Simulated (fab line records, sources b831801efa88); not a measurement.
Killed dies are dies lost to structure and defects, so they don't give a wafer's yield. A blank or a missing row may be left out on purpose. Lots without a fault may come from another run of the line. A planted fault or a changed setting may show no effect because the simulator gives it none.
Chamber matching | flow sky130 | SKY_LI_CONTACT_CMP_24 on cmp-02: 4 sister chambers
The step polishes, stops on PSG, t overpolish 20 s, target thk 0 nm. 8 wafers are shown with their chamber, then 9 later ones without.

WAFERS WITH THEIR CHAMBER
wafer  | chamber | motor_current_A (A) | time_to_endpoint_s (s)
L079.4 | 3       | 9.9                 | 96
L088.3 | 0       | 11.0                | 91
L088.6 | 1       | 12.2                | 95
L089.2 | 3       | 10.2                | 93
L089.4 | 1       | 12.2                | 99
L092.2 | 0       | 11.4                | 93
L092.4 | 2       | 10.3                | 92
L092.5 | 2       | 10.4                | 93

WAFERS WITHOUT THEIR CHAMBER
wafer  | motor_current_A (A) | time_to_endpoint_s (s)
L091.1 | 11.0                | 94
L091.2 | 10.4                | 92
L091.4 | 11.4                | 93
L093.1 | 10.2                | 92
L093.2 | 10.9                | 95
L093.3 | 10.4                | 95
L097.1 | 12.0                | 101
L097.4 | 10.2                | 99
L097.5 | 10.8                | 99

WHICH CHAMBER EACH WENT THROUGH
wafer  | from the rows above          | in truth
L091.1 | 0                            | 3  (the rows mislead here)
L091.2 | can't be placed: 2 or 3      | 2
L091.4 | 0                            | 0
L093.1 | can't be placed: 2 or 3      | 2
L093.2 | can't be placed: 0 or 2      | 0
L093.3 | can't be placed: 2 or 3      | 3
L097.1 | 1                            | 1
L097.4 | can't be placed: 3 or 2      | 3
L097.5 | can't be placed: 2 or 0 or 3 | 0
Placed correctly: 2 of 9. Can't be placed from these rows: 6 (the true chamber is among the candidates in 6). Placed wrongly: 1.
How it was worked out, from the rows above alone: a wafer's distance from a chamber is the root of the sum, over the readings, of the square of ((its reading less the chamber's mean) divided by the reading's scatter). The wafer belongs to the nearest chamber; if the next one is less than 2 further off, it can't be placed. A chamber's mean is the mean of its shown wafers. The scatter: the root of (the sum of the squares of (reading less its chamber's mean) over the shown wafers, divided by (wafers less chambers)).
